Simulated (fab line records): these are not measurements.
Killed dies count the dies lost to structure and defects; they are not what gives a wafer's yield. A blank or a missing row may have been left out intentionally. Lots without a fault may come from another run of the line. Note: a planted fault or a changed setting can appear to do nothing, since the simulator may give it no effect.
Which tool is to blame? / flow gf180mcu / 24 lots with 72 wafers sampled at 5 steps, on a route of 602 steps

## WHAT EACH GAUGE READ, for each wafer
GF_PSD_OVL_MEAS_08. Usual: PSD_OVL typically reads 0.8 nm, with standard deviation 1.2.
lot=L074; measured=day 14 04:29; on=overlay-02; PSD_OVL (nm)=1.9 2.7 0.1; flag=
lot=L075; measured=day 14 19:11; on=overlay-02; PSD_OVL (nm)=0.1 0.4 -0.3; flag=
lot=L076; measured=day 15 11:16; on=overlay-01; PSD_OVL (nm)=-0.2 -0.4 2.6; flag=
lot=L077; measured=day 15 12:48; on=overlay-01; PSD_OVL (nm)=-0.1 -2.2 1.0; flag=
lot=L078; measured=day 16 03:23; on=overlay-02; PSD_OVL (nm)=-0.1 -0.2 0.4; flag=
lot=L079; measured=day 16 04:23; on=overlay-02; PSD_OVL (nm)=-0.2 -1.1 1.6; flag=
lot=L080; measured=day 16 17:09; on=overlay-02; PSD_OVL (nm)=3.2 3.3 3.1; flag=
lot=L081; measured=day 17 03:31; on=overlay-02; PSD_OVL (nm)=0.8 0.4 0.2; flag=
lot=L082; measured=day 17 07:13; on=overlay-02; PSD_OVL (nm)=0.5 -0.4 0.8; flag=
lot=L083; measured=day 17 09:35; on=overlay-02; PSD_OVL (nm)=1.0 -0.2 -0.2; flag=
lot=L084; measured=day 17 19:48; on=overlay-02; PSD_OVL (nm)=3.0 3.0 1.7; flag=
lot=L085; measured=day 18 03:46; on=overlay-02; PSD_OVL (nm)=0.5 0.6 1.1; flag=
lot=L086; measured=day 18 10:42; on=overlay-02; PSD_OVL (nm)=1.4 2.4 1.1; flag=
lot=L087; measured=day 18 20:06; on=overlay-02; PSD_OVL (nm)=1.1 0.9 1.4; flag=
lot=L088; measured=day 19 06:58; on=overlay-01; PSD_OVL (nm)=0.4 -0.1 -0.7; flag=
lot=L089; measured=day 19 10:40; on=overlay-02; PSD_OVL (nm)=1.7 0.5 0.6; flag=
lot=L090; measured=day 19 22:52; on=overlay-01; PSD_OVL (nm)=2.0 3.3 1.1; flag=
lot=L091; measured=day 20 05:57; on=overlay-01; PSD_OVL (nm)=0.7 -0.8 0.3; flag=
lot=L092; measured=day 20 09:31; on=overlay-02; PSD_OVL (nm)=2.9 3.2 1.1; flag=
lot=L093; measured=day 20 15:45; on=overlay-02; PSD_OVL (nm)=1.3 0.2 -1.4; flag=
lot=L094; measured=day 20 21:56; on=overlay-02; PSD_OVL (nm)=0.6 1.2 1.1; flag=
lot=L095; measured=day 21 12:09; on=overlay-01; PSD_OVL (nm)=-0.9 0.1 -1.1; flag=
lot=L096; measured=day 21 18:44; on=overlay-01; PSD_OVL (nm)=-0.2 -1.2 0.3; flag=
lot=L097; measured=day 22 06:56; on=overlay-01; PSD_OVL (nm)=0.0 -0.1 0.5; flag=

GF_M2_CD_MEAS_14: target cd 280 nm. Usual: cd-nm 279.8 nm, standard deviation 1.5.
lot=L074; measured=day 19 04:41; on=cd-sem-01; cd-nm (nm)=278.1 279.8 278.5; flag=
lot=L075; measured=day 19 21:35; on=cd-sem-01; cd-nm (nm)=281.3 282.2 281.7; flag=
lot=L076; measured=day 20 14:19; on=cd-sem-01; cd-nm (nm)=279.5 280.7 280.8; flag=
lot=L077; measured=day 20 14:35; on=cd-sem-01; cd-nm (nm)=280.2 281.3 281.7; flag=
lot=L078; measured=day 21 09:38; on=cd-sem-01; cd-nm (nm)=278.7 278.8 277.7; flag=
lot=L079; measured=day 21 11:15; on=cd-sem-02; cd-nm (nm)=277.8 278.6 276.8; flag=
lot=L080; measured=day 21 21:08; on=cd-sem-01; cd-nm (nm)=279.9 280.1 280.2; flag=
lot=L081; measured=day 22 09:46; on=cd-sem-01; cd-nm (nm)=280.8 279.1 280.3; flag=
lot=L082; measured=day 22 12:07; on=cd-sem-02; cd-nm (nm)=278.6 280.8 279.2; flag=
lot=L083; measured=day 22 15:50; on=cd-sem-01; cd-nm (nm)=284.3 283.2 282.6; flag=
lot=L084; measured=day 22 23:38; on=cd-sem-01; cd-nm (nm)=279.0 279.9 278.6; flag=
lot=L085; measured=day 23 09:35; on=cd-sem-02; cd-nm (nm)=280.6 282.0 280.6; flag=
lot=L086; measured=day 23 15:56; on=cd-sem-02; cd-nm (nm)=278.8 279.4 279.5; flag=
lot=L087; measured=day 23 23:04; on=cd-sem-01; cd-nm (nm)=280.4 280.0 280.8; flag=
lot=L088; measured=day 24 10:33; on=cd-sem-01; cd-nm (nm)=280.0 280.0 280.8; flag=
lot=L089; measured=day 24 14:32; on=cd-sem-02; cd-nm (nm)=282.7 279.9 282.6; flag=
lot=L090; measured=day 24 23:39; on=cd-sem-02; cd-nm (nm)=278.4 279.0 278.2; flag=
lot=L091; measured=day 25 08:23; on=cd-sem-02; cd-nm (nm)=282.5 281.5 281.8; flag=
lot=L092; measured=day 25 10:20; on=cd-sem-01; cd-nm (nm)=278.4 278.7 278.2; flag=
lot=L093; measured=day 25 17:23; on=cd-sem-01; cd-nm (nm)=277.3 278.2 276.5; flag=
lot=L094; measured=day 25 19:59; on=cd-sem-02; cd-nm (nm)=279.5 279.6 278.1; flag=
lot=L095; measured=day 26 10:26; on=cd-sem-02; cd-nm (nm)=280.5 280.7 280.8; flag=
lot=L096; measured=day 26 17:06; on=cd-sem-01; cd-nm (nm)=279.6 279.2 279.2; flag=
lot=L097; measured=day 27 02:35; on=cd-sem-01; cd-nm (nm)=280.9 280.7 281.0; flag=

GF_M4_CD_MEAS_14: target cd 280 nm. Usual: cd-nm 280.3 nm, standard deviation 0.99.
lot=L074; measured=day 23 10:33; on=cd-sem-02; cd-nm (nm)=280.1 279.3 279.5; flag=
lot=L075; measured=day 24 00:02; on=cd-sem-01; cd-nm (nm)=280.3 281.7 280.2; flag=
lot=L076; measured=day 24 16:40; on=cd-sem-02; cd-nm (nm)=280.7 279.4 281.1; flag=
lot=L077; measured=day 24 17:19; on=cd-sem-01; cd-nm (nm)=278.9 278.2 278.2; flag=
lot=L078; measured=day 25 10:01; on=cd-sem-01; cd-nm (nm)=281.7 282.3 281.9; flag=
lot=L079; measured=day 25 11:35; on=cd-sem-01; cd-nm (nm)=281.1 278.5 279.9; flag=
lot=L080; measured=day 25 19:07; on=cd-sem-01; cd-nm (nm)=281.0 280.1 279.3; flag=
lot=L081; measured=day 26 07:59; on=cd-sem-02; cd-nm (nm)=281.0 281.2 281.3; flag=
lot=L082; measured=day 26 10:40; on=cd-sem-01; cd-nm (nm)=280.3 280.3 279.3; flag=
lot=L083; measured=day 26 13:17; on=cd-sem-01; cd-nm (nm)=281.4 280.5 280.5; flag=
lot=L084; measured=day 26 19:31; on=cd-sem-02; cd-nm (nm)=280.2 280.5 281.3; flag=
lot=L085; measured=day 27 04:47; on=cd-sem-02; cd-nm (nm)=282.3 279.9 281.5; flag=
lot=L086; measured=day 27 11:37; on=cd-sem-01; cd-nm (nm)=279.0 277.6 279.3; flag=
lot=L087; measured=day 27 17:01; on=cd-sem-02; cd-nm (nm)=280.4 280.1 279.5; flag=
lot=L088; measured=day 28 03:22; on=cd-sem-01; cd-nm (nm)=279.6 280.7 279.6; flag=
lot=L089; measured=day 28 07:31; on=cd-sem-02; cd-nm (nm)=280.6 279.9 281.2; flag=
lot=L090; measured=day 28 15:45; on=cd-sem-01; cd-nm (nm)=280.8 280.4 280.9; flag=
lot=L091; measured=day 28 23:45; on=cd-sem-01; cd-nm (nm)=281.0 280.8 281.1; flag=
lot=L092; measured=day 29 01:36; on=cd-sem-01; cd-nm (nm)=278.8 278.5 279.1; flag=
lot=L093; measured=day 29 09:08; on=cd-sem-02; cd-nm (nm)=281.0 281.3 281.5; flag=
lot=L094; measured=day 29 09:09; on=cd-sem-01; cd-nm (nm)=279.7 280.6 280.2; flag=
lot=L095; measured=day 29 23:55; on=cd-sem-01; cd-nm (nm)=280.7 281.6 281.5; flag=
lot=L096; measured=day 30 05:11; on=cd-sem-01; cd-nm (nm)=280.4 280.3 280.2; flag=
lot=L097; measured=day 30 13:59; on=cd-sem-01; cd-nm (nm)=281.1 281.5 281.7; flag=

GF_V4_BOW_MEAS_05. Usual: V4_BOW typically reads 132 um, with standard deviation 9.3.
lot=L074; measured=day 23 11:58; on=film-metro-04; V4_BOW (um)=146 134 145; flag=
lot=L075; measured=day 24 01:31; on=film-metro-01; V4_BOW (um)=129 141 118; flag=
lot=L076; measured=day 24 18:04; on=film-metro-04; V4_BOW (um)=139 145 136; flag=
lot=L077; measured=day 24 18:43; on=film-metro-01; V4_BOW (um)=115 130 110; flag=
lot=L078; measured=day 25 11:24; on=film-metro-04; V4_BOW (um)=141 136 137; flag=
lot=L079; measured=day 25 12:59; on=film-metro-01; V4_BOW (um)=136 122 140; flag=
lot=L080; measured=day 25 20:31; on=film-metro-04; V4_BOW (um)=146 134 135; flag=
lot=L081; measured=day 26 09:23; on=film-metro-03; V4_BOW (um)=145 127 139; flag=
lot=L082; measured=day 26 12:15; on=film-metro-03; V4_BOW (um)=136 118 124; flag=
lot=L083; measured=day 26 14:51; on=film-metro-04; V4_BOW (um)=135 143 135; flag=
lot=L084; measured=day 26 20:55; on=film-metro-03; V4_BOW (um)=139 123 130; flag=
lot=L085; measured=day 27 06:33; on=film-metro-01; V4_BOW (um)=146 142 141; flag=
lot=L086; measured=day 27 13:01; on=film-metro-04; V4_BOW (um)=123 125 132; flag=
lot=L087; measured=day 27 18:23; on=film-metro-01; V4_BOW (um)=137 123 130; flag=
lot=L088; measured=day 28 04:48; on=film-metro-01; V4_BOW (um)=134 131 137; flag=
lot=L089; measured=day 28 08:58; on=film-metro-04; V4_BOW (um)=146 137 133; flag=
lot=L090; measured=day 28 17:08; on=film-metro-01; V4_BOW (um)=130 137 136; flag=
lot=L091; measured=day 29 01:09; on=film-metro-04; V4_BOW (um)=131 126 133; flag=
lot=L092; measured=day 29 02:58; on=film-metro-04; V4_BOW (um)=126 127 129; flag=
lot=L093; measured=day 29 10:37; on=film-metro-01; V4_BOW (um)=133 124 124; flag=
lot=L094; measured=day 29 10:37; on=film-metro-04; V4_BOW (um)=124 148 124; flag=
lot=L095; measured=day 30 01:38; on=film-metro-04; V4_BOW (um)=126 130 125; flag=
lot=L096; measured=day 30 06:34; on=film-metro-04; V4_BOW (um)=110 114 107; flag=
lot=L097; measured=day 30 15:21; on=film-metro-04; V4_BOW (um)=120 119 132; flag=

## WHICH TOOL RAN EACH LOT (tool, then ch and the chambers of the sampled wafers, then the start)
lot=L074; GF_CONTACT_STRIP_18=plasma-asher-01 ch 0, day 16 01:29
lot=L075; GF_CONTACT_STRIP_18=plasma-asher-01 ch 0, day 16 18:23
lot=L076; GF_CONTACT_STRIP_18=plasma-asher-01 ch 0,1, day 17 10:36
lot=L077; GF_CONTACT_STRIP_18=plasma-asher-02 ch 0,1, day 17 11:41
lot=L078; GF_CONTACT_STRIP_18=plasma-asher-02 ch 0,1, day 18 03:50
lot=L079; GF_CONTACT_STRIP_18=plasma-asher-04 ch 0,1, day 18 05:29
lot=L080; GF_CONTACT_STRIP_18=plasma-asher-02 ch 0,1, day 18 17:50
lot=L081; GF_CONTACT_STRIP_18=plasma-asher-02 ch 0,1, day 19 05:24
lot=L082; GF_CONTACT_STRIP_18=plasma-asher-02 ch 0,1, day 19 08:37
lot=L083; GF_CONTACT_STRIP_18=plasma-asher-02 ch 0, day 19 12:08
lot=L084; GF_CONTACT_STRIP_18=plasma-asher-04 ch 0,1, day 19 21:56
lot=L085; GF_CONTACT_STRIP_18=plasma-asher-04 ch 0,1, day 20 07:02
lot=L086; GF_CONTACT_STRIP_18=plasma-asher-02 ch 0,1, day 20 13:53
lot=L087; GF_CONTACT_STRIP_18=plasma-asher-04 ch 0,1, day 20 22:44
lot=L088; GF_CONTACT_STRIP_18=plasma-asher-02 ch 0,1, day 21 09:55
lot=L089; GF_CONTACT_STRIP_18=plasma-asher-04 ch 0,1, day 21 13:21
lot=L090; GF_CONTACT_STRIP_18=plasma-asher-02 ch 0,1, day 22 00:55
lot=L091; GF_CONTACT_STRIP_18=plasma-asher-02 ch 0,1, day 22 08:28
lot=L092; GF_CONTACT_STRIP_18=plasma-asher-02 ch 0,1, day 22 11:29
lot=L093; GF_CONTACT_STRIP_18=plasma-asher-01 ch 0,1, day 22 17:15
lot=L094; GF_CONTACT_STRIP_18=plasma-asher-02 ch 0,1, day 22 23:09
lot=L095; GF_CONTACT_STRIP_18=plasma-asher-02 ch 0, day 23 12:29
lot=L096; GF_CONTACT_STRIP_18=plasma-asher-02 ch 0,1, day 23 19:28
lot=L097; GF_CONTACT_STRIP_18=plasma-asher-02 ch 0,1, day 24 08:04
- GF_CONTACT_STRIP_18: strips in O2/N2.

## WHAT THE TOOLS THEMSELVES READ (means of the sampled wafers that have a number; where no wafer has one, the mark that the record gives instead)
GF_CONTACT_STRIP_18. Usual: chamber-pressure-mTorr 1500.0 mTorr, standard deviation 1.3; drypump-motor-current-A 5.9 A, standard deviation 0.44; heater-power-w 310 W, standard deviation 28; oes-product-au 0.580 a.u., standard deviation 0.0052.
lot=L074; tool=plasma-asher-01; chamber-pressure-mTorr (mTorr)=1499.7; drypump-motor-current-A (A)=5.2; heater-power-w (W)=354; oes-product-au (a.u.)=0.584; flag=
lot=L075; tool=plasma-asher-01; chamber-pressure-mTorr (mTorr)=1499.4; drypump-motor-current-A (A)=5.3; heater-power-w (W)=348; oes-product-au (a.u.)=0.586; flag=
lot=L076; tool=plasma-asher-01; chamber-pressure-mTorr (mTorr)=1498.6; drypump-motor-current-A (A)=5.4; heater-power-w (W)=305; oes-product-au (a.u.)=0.579; flag=
lot=L077; tool=plasma-asher-02; chamber-pressure-mTorr (mTorr)=1499.9; drypump-motor-current-A (A)=6.2; heater-power-w (W)=303; oes-product-au (a.u.)=0.583; flag=
lot=L078; tool=plasma-asher-02; chamber-pressure-mTorr (mTorr)=1501.1; drypump-motor-current-A (A)=6.3; heater-power-w (W)=299; oes-product-au (a.u.)=0.583; flag=
lot=L079; tool=plasma-asher-04; chamber-pressure-mTorr (mTorr)=1500.0; drypump-motor-current-A (A)=5.3; heater-power-w (W)=360; oes-product-au (a.u.)=0.577; flag=
lot=L080; tool=plasma-asher-02; chamber-pressure-mTorr (mTorr)=1499.9; drypump-motor-current-A (A)=6.2; heater-power-w (W)=288; oes-product-au (a.u.)=0.580; flag=
lot=L081; tool=plasma-asher-02; chamber-pressure-mTorr (mTorr)=1499.7; drypump-motor-current-A (A)=6.3; heater-power-w (W)=296; oes-product-au (a.u.)=0.572; flag=
lot=L082; tool=plasma-asher-02; chamber-pressure-mTorr (mTorr)=1498.8; drypump-motor-current-A (A)=6.3; heater-power-w (W)=298; oes-product-au (a.u.)=0.579; flag=
lot=L083; tool=plasma-asher-02; chamber-pressure-mTorr (mTorr)=1501.0; drypump-motor-current-A (A)=6.2; heater-power-w (W)=286; oes-product-au (a.u.)=0.579; flag=
lot=L084; tool=plasma-asher-04; chamber-pressure-mTorr (mTorr)=1499.5; drypump-motor-current-A (A)=5.3; heater-power-w (W)=349; oes-product-au (a.u.)=0.575; flag=
lot=L085; tool=plasma-asher-04; chamber-pressure-mTorr (mTorr)=1499.7; drypump-motor-current-A (A)=5.3; heater-power-w (W)=351; oes-product-au (a.u.)=0.582; flag=
lot=L086; tool=plasma-asher-02; chamber-pressure-mTorr (mTorr)=1500.4; drypump-motor-current-A (A)=6.3; heater-power-w (W)=295; oes-product-au (a.u.)=0.579; flag=
lot=L087; tool=plasma-asher-04; chamber-pressure-mTorr (mTorr)=1499.9; drypump-motor-current-A (A)=5.3; heater-power-w (W)=351; oes-product-au (a.u.)=0.574; flag=
lot=L088; tool=plasma-asher-02; chamber-pressure-mTorr (mTorr)=1499.2; drypump-motor-current-A (A)=6.3; heater-power-w (W)=290; oes-product-au (a.u.)=0.580; flag=
lot=L089; tool=plasma-asher-04; chamber-pressure-mTorr (mTorr)=1499.4; drypump-motor-current-A (A)=5.3; heater-power-w (W)=348; oes-product-au (a.u.)=0.582; flag=
lot=L090; tool=plasma-asher-02; chamber-pressure-mTorr (mTorr)=1500.8; drypump-motor-current-A (A)=6.2; heater-power-w (W)=291; oes-product-au (a.u.)=0.583; flag=
lot=L091; tool=plasma-asher-02; chamber-pressure-mTorr (mTorr)=1501.2; drypump-motor-current-A (A)=6.2; heater-power-w (W)=288; oes-product-au (a.u.)=0.575; flag=
lot=L092; tool=plasma-asher-02; chamber-pressure-mTorr (mTorr)=1499.4; drypump-motor-current-A (A)=6.3; heater-power-w (W)=300; oes-product-au (a.u.)=0.583; flag=
lot=L093; tool=plasma-asher-01; chamber-pressure-mTorr (mTorr)=1500.3; drypump-motor-current-A (A)=5.3; heater-power-w (W)=331; oes-product-au (a.u.)=0.576; flag=
lot=L094; tool=plasma-asher-02; chamber-pressure-mTorr (mTorr)=1500.0; drypump-motor-current-A (A)=6.2; heater-power-w (W)=291; oes-product-au (a.u.)=0.577; flag=
lot=L095; tool=plasma-asher-02; chamber-pressure-mTorr (mTorr)=1499.3; drypump-motor-current-A (A)=6.3; heater-power-w (W)=287; oes-product-au (a.u.)=0.577; flag=
lot=L096; tool=plasma-asher-02; chamber-pressure-mTorr (mTorr)=1499.7; drypump-motor-current-A (A)=6.3; heater-power-w (W)=294; oes-product-au (a.u.)=0.580; flag=
lot=L097; tool=plasma-asher-02; chamber-pressure-mTorr (mTorr)=1500.8; drypump-motor-current-A (A)=6.2; heater-power-w (W)=289; oes-product-au (a.u.)=0.583; flag=

## THE ANSWER, worked out from the rows above alone
Rule: lot off if the mean of its wafers having a number is beyond 3 standard deviations from the usual mean. A lot without any number at a reading at which 4 lots or more have one is off too. All remaining lots with rows at the step are treated as sound. After the gauges, taken in route order, come the tools' own readings; for these a lot's mean is taken, as printed above. At the first step where some lot is off, the reading lying furthest off is the one used; lots without a number count as furthest.
No lot is off at any reading shown: from this, nothing can be told.

## WHAT WAS PUT IN BY THE SIMULATOR
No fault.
